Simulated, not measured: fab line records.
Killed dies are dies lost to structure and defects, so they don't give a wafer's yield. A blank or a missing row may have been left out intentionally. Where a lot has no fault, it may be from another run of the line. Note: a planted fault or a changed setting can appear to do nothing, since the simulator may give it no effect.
The same fault as seen by 2 desks || flow sky130 || every desk sees just its own numbers, and what lay behind them comes last

## AT THE METROLOGY DESK
What the gauges read, lot by lot, whatever tool the lot ran on: means of the sampled wafers that have a number. Marked OUT: a lot whose mean sits more than 4 standard deviations from the usual mean, which makes it out of limits; the brackets give that distance.
Columns: A = cd nm at SKY_POLY_CUT_CD_MEAS_08, usual 269.8 nm; B = SD_P_OVL at SKY_SD_P_OVL_MEAS_08, usual -0.5 nm; C = LI_CONTACT_BOW at SKY_LI_CONTACT_BOW_MEAS_03, usual 54 um; D = LI_CONTACT_W_RS at SKY_LI_CONTACT_RS_MEAS_22, usual 0.286 ohm/sq; E = LI_CONTACT_W_THK at SKY_LI_CONTACT_THK_MEAS_23, usual 403 nm
{"lot": "L243", "first seen here": "day 24 19:25", "A": 271.9, "B": -1.9, "C": 60, "D": 0.282, "E": 403}
{"lot": "L246", "first seen here": "day 26 08:22", "A": 270.9, "B": 1.6, "C": 56, "D": "0.264 (-5.1) OUT", "E": 430}
{"lot": "L249", "first seen here": "day 27 02:58", "A": 268.3, "B": -0.6, "C": 49, "D": "0.245 (-9.3) OUT", "E": "480 (+10) OUT"}
{"lot": "L248", "first seen here": "day 27 05:35", "A": 268.1, "B": 3.8, "C": 48, "D": "0.248 (-8.6) OUT", "E": "472 (+9.0) OUT"}
{"lot": "L254", "first seen here": "day 28 17:58", "A": 267.7, "B": 2.6, "C": 51, "D": 0.291, "E": 393}
{"lot": "L257", "first seen here": "day 30 05:57", "A": 272.8, "B": 0.4, "C": 65, "D": 0.287, "E": 405}
{"lot": "L260", "first seen here": "day 30 12:09", "A": 269.2, "B": -0.8, "C": 54, "D": 0.285, "E": 403}
{"lot": "L261", "first seen here": "day 30 17:59", "A": 269.2, "B": -0.5, "C": 55, "D": 0.289, "E": 404}
{"lot": "L262", "first seen here": "day 31 03:00", "A": 268.9, "B": -1.0, "C": 48, "D": 0.286, "E": 407}
{"lot": "L263", "first seen here": "day 31 04:53", "A": 269.1, "B": -0.4, "C": 56, "D": 0.286, "E": 407}
{"lot": "L264", "first seen here": "day 31 22:28", "A": 267.4, "B": -1.0, "C": 64, "D": 0.286, "E": 408}
{"lot": "L265", "first seen here": "day 31 23:58", "A": 271.1, "B": -0.7, "C": 54, "D": 0.289, "E": 401}
This desk reports L246, L248, L249 out of limits; the earliest was L246 at day 31 04:52 (LI_CONTACT_W_RS at SKY_LI_CONTACT_RS_MEAS_22). In limits: L243, L254, L257, L260, L261, L262, L263, L264, L265.

## TOOL OWNER'S DESK, cvd w-01
The tool's own readings at SKY_LI_CONTACT_CVD_21 (deposits W, target thk 400 nm, time 120.56 s): means of the sampled wafers that have a number, for each lot that ran on this tool. Marked OUT: a lot whose mean sits more than 4 standard deviations from the usual mean, which makes it out of limits; the brackets give that distance.
Columns: A = heater power w at SKY_LI_CONTACT_CVD_21, usual 964 W
{"lot": "L243", "first seen here": "day 29 16:08", "A": 1002}
{"lot": "L246", "first seen here": "day 31 04:43", "A": 942}
{"lot": "L249", "first seen here": "day 31 19:58", "A": 1079}
{"lot": "L248", "first seen here": "day 31 22:34", "A": 1095}
{"lot": "L257", "first seen here": "day 34 22:04", "A": 1033}
{"lot": "L260", "first seen here": "day 35 04:08", "A": 1034}
{"lot": "L263", "first seen here": "day 35 18:50", "A": 1046}
{"lot": "L264", "first seen here": "day 36 12:01", "A": 1039}
{"lot": "L265", "first seen here": "day 36 13:38", "A": 1088}
This desk found nothing out of limits on any of the 9 lots.

## TAKEN TOGETHER
L246, L248, L249 would have let the metrology desk raise an alarm at day 31 04:52.
The desk of the tool owner found nothing out of limits.
The tool owner's desk has L246, L248, L249 on record, within its limits.
Every lot named ran SKY_LI_CONTACT_CVD_21 on cvd w-01.

## WHAT WAS PUT IN BY THE SIMULATOR
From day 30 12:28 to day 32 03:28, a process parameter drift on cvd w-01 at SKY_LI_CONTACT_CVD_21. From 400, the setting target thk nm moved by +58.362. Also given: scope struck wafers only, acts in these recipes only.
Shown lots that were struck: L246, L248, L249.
Time in hours between the start of the fault and the first out-of-limits reading at each desk: metrology desk, 16.
